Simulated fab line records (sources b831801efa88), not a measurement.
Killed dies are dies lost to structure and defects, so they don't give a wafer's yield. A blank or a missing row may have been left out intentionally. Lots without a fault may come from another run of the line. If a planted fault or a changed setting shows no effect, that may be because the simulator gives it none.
fab line records -- flow sky130
[record] lots = 14, wafers = 42, lastDay = 50
route steps=708 shown METAL1@438 VIA1@467
lots that met no fault: taken from a fault-free run of the same line
startH: the number of hours between the record's first day and the start of the first shown wafer of the lot -- waitH: how many hours have passed since the lot's step before this one -- " repeats the value in the row above -- L1.1+2: a single row standing in for several wafers -- - no value, or no start given -- * or withheld: withheld -- < > ~ a bound
route shown NAME@n: NAME is a module with steps in the file, n the number in the route of the first one -- usual: mean and standard deviation over wafers with no fault -- same: alike in all rows -- chamber/n: place in a boat -- sites: per-site readings -- _std_site: how widely they spread, as a standard deviation -- _edge_site: mean of outer sites minus mean of inner sites -- radiusMm: how far each site lies from the wafer's centre -- mask NAME#n: copy n -- behind: the tool/chamber that last shaped the wafer -- hold: why the lot went on hold/how many hours it stayed there/how the hold came to an end -- device: transistor that didn't switch, given as n, p or np -- end of line: the route-end tests of the same wafers -- step lacking rows: just its recipe -- killed: count of dies lost to structure and defects at first sort (not the wafer's yield) -- map: shows each die of a wafer: x if killed, . if not, _ if none is there
set.NAME: the setting the step ran with; set.NAME@STEP: the setting that earlier step ran with -- model.NAME: the simulator's own value behind a step, which no gauge read
the route's steps for a sample of lots (tables are steps, rows are wafers)
services: a tool's chamber out of use, with start hour (startH, from the record's first day; less than 0 if before it), hours out, and reason
[[steps]]
[step SKY_METAL1_SPUTTER_04]
[recipe] material = TiN, targetThkNm = 70, powerW = 6500, timeS = 58.3, chamberPressurePa = 0.4
[usual] throttleValvePct = 29.9/0.67
[same] timeS = 58.3
lot.wafer,tool,chamber,startH,waitH,throttleValvePct
L884.4,pvdSputter-04,-,745.98,0.0,28.8
L884.5,pvdSputter-04,-,745.98,0.0,30.0
L884.6,pvdSputter-04,-,745.98,0.0,30.4
L890.3,pvdSputter-03,-,793.51,0.0,30.2
L890.4,pvdSputter-03,-,793.51,0.0,31.0
L890.6,pvdSputter-03,-,793.51,0.0,30.1
L891.3,pvdSputter-01,-,813.10,0.0,30.1
L891.4,pvdSputter-01,-,813.10,0.0,30.8
L891.6,pvdSputter-01,-,813.10,0.0,29.6
L895.3,pvdSputter-04,-,839.88,0.0,29.4
L895.4,pvdSputter-04,-,839.88,0.0,30.1
L895.6,pvdSputter-04,-,839.88,0.0,30.2
L896.3,pvdSputter-03,-,842.05,0.0,28.7
L896.5,pvdSputter-03,-,842.05,0.0,30.5
L896.6,pvdSputter-03,-,842.05,0.0,28.8
L897.1,pvdSputter-01,-,847.78,0.0,29.5
L897.2,pvdSputter-01,-,847.78,0.0,30.9
L897.5,pvdSputter-01,-,847.78,0.0,29.4
L898.4,pvdSputter-01,-,850.63,0.0,29.2
L898.5,pvdSputter-01,-,850.63,0.0,29.6
L898.6,pvdSputter-01,-,850.63,0.0,31.2
L899.3,pvdSputter-04,-,867.01,0.0,29.2
L899.4,pvdSputter-04,-,867.01,0.0,30.2
L899.5,pvdSputter-04,-,867.01,0.0,29.0
L900.1,pvdSputter-03,-,867.37,0.0,28.6
L900.2,pvdSputter-03,-,867.37,0.0,31.1
L900.4,pvdSputter-03,-,867.37,0.0,30.5
L901.1,pvdSputter-03,-,884.55,0.0,30.4
L901.5,pvdSputter-03,-,884.55,0.0,31.1
L901.6,pvdSputter-03,-,884.55,0.0,30.0
L903.1,pvdSputter-03,-,891.18,0.0,30.2
L903.2,pvdSputter-03,-,891.18,0.0,28.8
L903.5,pvdSputter-03,-,891.18,0.0,30.4
L904.1,pvdSputter-01,-,909.98,0.0,29.5
L904.3,pvdSputter-01,-,909.98,0.0,29.2
L904.6,pvdSputter-01,-,909.98,0.0,29.7
L905.2,pvdSputter-01,-,917.75,0.0,30.9
L905.3,pvdSputter-01,-,917.75,0.0,29.5
L905.6,pvdSputter-01,-,917.75,0.0,30.1
L906.1,pvdSputter-04,-,925.78,0.0,29.5
L906.2,pvdSputter-04,-,925.78,0.0,29.0
L906.4,pvdSputter-04,-,925.78,0.0,30.3
[step SKY_VIA1_EXPOSE_09]
[recipe] maskId = VIM, na = 0.8, sourceShape = annular, sigmaInner = 0.55, sigmaOuter = 0.85, targetCdNm = 150, doseMj = 38
[usual] exposureDoseMJCm2 = 37.99/0.04, focusOffsetNm = -0.1/0.58
lot.wafer,tool,chamber,startH,waitH,mask,exposureDoseMJCm2,focusOffsetNm
L884.4,krfScanner-01,0,788.21,-,VIM#0,38.03,-0.3
L884.5,krfScanner-01,0,788.21,-,VIM#0,37.98,0.0
L884.6,krfScanner-01,0,788.21,-,VIM#0,37.99,-0.9
L890.3,krfScanner-02,-,834.76,-,VIM#0,-,-
L890.4,krfScanner-02,-,834.76,-,VIM#0,-,-
L890.6,krfScanner-02,-,834.76,-,VIM#0,-,-
L891.3,krfScanner-01,-,854.62,-,VIM#0,-,-
L891.4,krfScanner-01,-,854.62,-,VIM#0,-,-
L891.6,krfScanner-01,-,854.62,-,VIM#0,-,-
L895.3,krfScanner-01,0,880.28,-,VIM#0,38.00,0.2
L895.4,krfScanner-01,0,880.28,-,VIM#0,37.97,-1.2
L895.6,krfScanner-01,0,880.28,-,VIM#0,37.95,-0.5
L896.3,krfScanner-01,0,883.03,-,VIM#0,38.03,-0.3
L896.5,krfScanner-01,0,883.03,-,VIM#0,37.96,-0.4
L896.6,krfScanner-01,0,883.03,-,VIM#0,38.02,-0.2
L897.1,krfScanner-02,0,888.12,-,VIM#0,37.94,-0.6
L897.2,krfScanner-02,0,888.12,-,VIM#0,38.04,0.5
L897.5,krfScanner-02,0,888.12,-,VIM#0,38.02,-0.2
L898.4,krfScanner-01,0,891.64,-,VIM#0,38.06,0.3
L898.5,krfScanner-01,0,891.64,-,VIM#0,38.07,-1.4
L898.6,krfScanner-01,0,891.64,-,VIM#0,38.05,-0.3
L899.3,krfScanner-01,0,906.67,-,VIM#0,37.97,0.4
L899.4,krfScanner-01,0,906.67,-,VIM#0,38.01,-0.6
L899.5,krfScanner-01,0,906.67,-,VIM#0,37.96,-0.4
L900.1,krfScanner-01,0,906.85,-,VIM#0,38.00,1.1
L900.2,krfScanner-01,0,906.85,-,VIM#0,37.97,0.5
L900.4,krfScanner-01,0,906.85,-,VIM#0,38.02,0.3
L901.1,krfScanner-01,0,925.39,-,VIM#0,38.01,-0.2
L901.5,krfScanner-01,0,925.39,-,VIM#0,38.00,-0.3
L901.6,krfScanner-01,0,925.39,-,VIM#0,38.07,-0.4
L903.1,krfScanner-02,0,931.11,-,VIM#0,37.98,-1.0
L903.2,krfScanner-02,0,931.11,-,VIM#0,37.98,-0.2
L903.5,krfScanner-02,0,931.11,-,VIM#0,37.91,-0.7
L904.1,krfScanner-02,0,950.58,-,VIM#0,37.94,0.4
L904.3,krfScanner-02,0,950.58,-,VIM#0,37.99,0.1
L904.6,krfScanner-02,0,950.58,-,VIM#0,37.93,1.6
L905.2,krfScanner-01,0,957.24,-,VIM#0,38.01,-1.0
L905.3,krfScanner-01,0,957.24,-,VIM#0,38.00,-1.0
L905.6,krfScanner-01,0,957.24,-,VIM#0,38.04,-1.5
L906.1,krfScanner-01,0,964.46,-,VIM#0,37.98,-0.4
L906.2,krfScanner-01,0,964.46,-,VIM#0,37.98,0.1
L906.4,krfScanner-01,0,964.46,-,VIM#0,37.99,0.3
[step SKY_VIA1_OVL_MEAS_13]
[usual] VIA1_OVL = -1/4.7
lot.wafer,tool,chamber,startH,waitH,VIA1_OVL[nm]
L884.4,overlay-01,-,801.09,0.1,3
L884.5,overlay-01,-,801.09,0.1,0
L884.6,overlay-01,-,801.09,0.1,9
L890.3,overlay-01,-,848.51,0.1,-
L890.4,overlay-01,-,848.51,0.1,-
L890.6,overlay-01,-,848.51,0.1,-
L891.3,overlay-01,-,867.89,0.1,-
L891.4,overlay-01,-,867.89,0.1,-
L891.6,overlay-01,-,867.89,0.1,-
L895.3,overlay-02,-,893.54,0.1,10
L895.4,overlay-02,-,893.54,0.1,6
L895.6,overlay-02,-,893.54,0.1,5
L896.3,overlay-01,-,896.29,0.1,3
L896.5,overlay-01,-,896.29,0.1,7
L896.6,overlay-01,-,896.29,0.1,2
L897.1,overlay-01,-,900.82,0.1,-3
L897.2,overlay-01,-,900.82,0.1,-2
L897.5,overlay-01,-,900.82,0.1,-3
L898.4,overlay-02,-,904.04,0.1,-5
L898.5,overlay-02,-,904.04,0.1,-4
L898.6,overlay-02,-,904.04,0.1,-1
L899.3,overlay-01,-,919.26,0.1,-3
L899.4,overlay-01,-,919.26,0.1,5
L899.5,overlay-01,-,919.26,0.1,3
L900.1,overlay-01,-,919.60,0.1,0
L900.2,overlay-01,-,919.60,0.1,-4
L900.4,overlay-01,-,919.60,0.1,0
L901.1,overlay-01,-,937.61,0.1,3
L901.5,overlay-01,-,937.61,0.1,1
L901.6,overlay-01,-,937.61,0.1,4
L903.1,overlay-01,-,943.77,0.1,-9
L903.2,overlay-01,-,943.77,0.1,-1
L903.5,overlay-01,-,943.77,0.1,-3
L904.1,overlay-01,-,962.03,0.1,0
L904.3,overlay-01,-,962.03,0.1,-2
L904.6,overlay-01,-,962.03,0.1,4
L905.2,overlay-02,-,968.71,0.1,-6
L905.3,overlay-02,-,968.71,0.1,0
L905.6,overlay-02,-,968.71,0.1,-3
L906.1,overlay-02,-,977.38,0.1,2
L906.2,overlay-02,-,977.38,0.1,-1
L906.4,overlay-02,-,977.38,0.1,-2
[step SKY_VIA1_STRIP_16]
[recipe] chemistry = O2/N2, powerW = 1400, pressureMtorr = 1500, platenTempC = withheld, o2FlowSccm = 3000, n2FlowSccm = 300, overashFraction = 0.5
[usual] drypumpMotorCurrentA = 5.87/0.24, oesProductAu = 0.416/0.0044, stripTimeToEndpointS = 4.458/0.023
lot.wafer,tool,chamber,startH,waitH,drypumpMotorCurrentA,oesProductAu,rfHoursCounterH,stripTimeToEndpointS
L884.4,plasmaAsher-02,0,801.23,0.1,5.90,0.421,-,4.495
L884.5,plasmaAsher-02,0,801.23,0.1,5.88,0.413,-,4.483
L884.6,plasmaAsher-02,1,801.23,0.1,6.27,0.419,-,4.445
L890.3,plasmaAsher-01,0,848.66,0.1,5.61,0.416,-,4.428
L890.4,plasmaAsher-01,1,848.66,0.1,5.85,0.408,-,4.416
L890.6,plasmaAsher-01,1,848.66,0.1,5.85,0.415,-,4.456
L891.3,plasmaAsher-02,1,868.03,0.1,6.29,0.419,-,4.485
L891.4,plasmaAsher-02,0,868.03,0.1,5.84,0.414,-,4.469
L891.6,plasmaAsher-02,1,868.03,0.1,6.31,0.415,-,4.478
L895.3,plasmaAsher-01,1,893.68,0.1,5.84,0.420,-,4.475
L895.4,plasmaAsher-01,0,893.68,0.1,5.61,0.416,-,4.473
L895.6,plasmaAsher-01,0,893.68,0.1,5.60,0.423,-,4.473
L896.3,plasmaAsher-04,0,896.43,0.1,5.56,0.416,-,4.444
L896.5,plasmaAsher-04,0,896.43,0.1,5.58,0.407,-,4.458
L896.6,plasmaAsher-04,1,896.43,0.1,6.11,0.415,-,4.424
L897.1,plasmaAsher-01,0,900.95,0.0,5.59,0.415,103,4.498
L897.2,plasmaAsher-01,1,900.95,0.0,5.86,0.412,103,4.432
L897.5,plasmaAsher-01,1,900.95,0.0,5.86,0.412,-,4.503
L898.4,plasmaAsher-04,1,904.18,0.0,6.11,0.424,-,4.463
L898.5,plasmaAsher-04,1,904.18,0.0,6.12,0.409,-,4.473
L898.6,plasmaAsher-04,0,904.18,0.0,5.56,0.416,-,4.448
L899.3,plasmaAsher-01,0,919.41,0.1,5.62,0.415,-,4.443
L899.4,plasmaAsher-01,1,919.41,0.1,5.88,0.419,-,4.432
L899.5,plasmaAsher-01,1,919.41,0.1,5.86,0.417,-,4.437
L900.1,plasmaAsher-04,1,919.73,0.0,6.11,0.416,80,4.487
L900.2,plasmaAsher-04,0,919.73,0.0,5.57,0.414,80,4.509
L900.4,plasmaAsher-04,1,919.73,0.0,6.11,0.426,-,4.494
L901.1,plasmaAsher-01,0,937.74,0.0,5.60,0.415,107,4.469
L901.5,plasmaAsher-01,0,937.74,0.0,5.60,0.411,-,4.434
L901.6,plasmaAsher-01,1,937.74,0.0,5.84,0.409,-,4.450
L903.1,plasmaAsher-01,1,943.90,0.0,5.84,0.410,107,4.444
L903.2,plasmaAsher-01,0,943.90,0.0,5.58,0.412,107,4.430
L903.5,plasmaAsher-01,0,943.90,0.0,5.59,0.420,-,4.446
L904.1,plasmaAsher-02,0,962.15,0.0,5.83,0.414,21,4.489
L904.3,plasmaAsher-02,1,962.15,0.0,6.29,0.415,-,4.490
L904.6,plasmaAsher-02,0,962.15,0.0,5.87,0.417,-,4.462
L905.2,plasmaAsher-02,0,968.83,0.0,5.85,0.415,22,4.470
L905.3,plasmaAsher-02,0,968.83,0.0,5.83,0.412,-,4.477
L905.6,plasmaAsher-02,0,968.83,0.0,5.91,0.408,-,4.493
L906.1,plasmaAsher-01,1,977.50,0.0,5.84,0.409,110,4.480
L906.2,plasmaAsher-01,0,977.50,0.0,5.60,0.414,110,4.476
L906.4,plasmaAsher-01,0,977.50,0.0,5.60,0.417,-,4.484
[[services]]
tool,chamber,startH,hours,kind
plasmaAsher-02,-,730.24,5.4,repair
pvdSputter-03,-,730.85,57.0,repair
krfScanner-01,-,734.89,1.3,pm
plasmaAsher-02,-,735.64,9.0,pm
krfScanner-01,-,754.25,3.6,pm
krfScanner-02,-,755.05,1.7,repair
krfScanner-01,-,757.80,0.8,pm
krfScanner-02,-,758.55,0.8,pm
pvdSputter-01,-,765.12,3.5,repair
krfScanner-02,-,775.35,1.7,repair
krfScanner-02,-,782.99,1.0,pm
krfScanner-01,-,789.76,1.0,pm
krfScanner-01,-,793.52,4.0,pm
plasmaAsher-01,-,810.23,2.2,repair
plasmaAsher-02,-,817.25,2.8,pm
pvdSputter-03,-,844.64,3.2,repair
pvdSputter-04,-,846.22,5.2,repair
plasmaAsher-01,-,851.62,15.6,pm
krfScanner-01,-,859.36,0.2,repair
pvdSputter-01,-,879.24,2.2,repair
krfScanner-01,-,910.78,1.3,pm
krfScanner-01,-,923.67,0.8,pm
krfScanner-01,-,927.64,0.6,repair
krfScanner-01,-,958.76,1.0,pm
[[key]]
[firstSign] step = SKY_VIA1_EXPOSE_09, reading = toolRecord, direction = missing
effect none on later readings
metAt SKY_VIA1_EXPOSE_09
struckLots L890,L891
laterRowsLeftOut L890.3,L890.4,L890.6,L891.3,L891.4,L891.6
sortLeftOut L890.3,L890.4,L890.6,L891.3,L891.4,L891.6
notActingAt SKY_METAL1_SPUTTER_04,SKY_VIA1_OVL_MEAS_13,SKY_VIA1_STRIP_16
onsetBetween 788.21 834.76
[fault] kind = skippedStepWhole, tool = krfScanner-01,krfScanner-02, chamber = -, onsetH = 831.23, steps = SKY_VIA1_EXPOSE_09, scope = struckLotsOnly
// sortLeftOut: the simulated sort isn't trusted on such a fault, so these wafers' sort isn't shown, and their yield isn't known
// laterRowsLeftOut: the simulator's readings of these wafers behind a module that went badly wrong aren't trusted and aren't shown, but for the sort
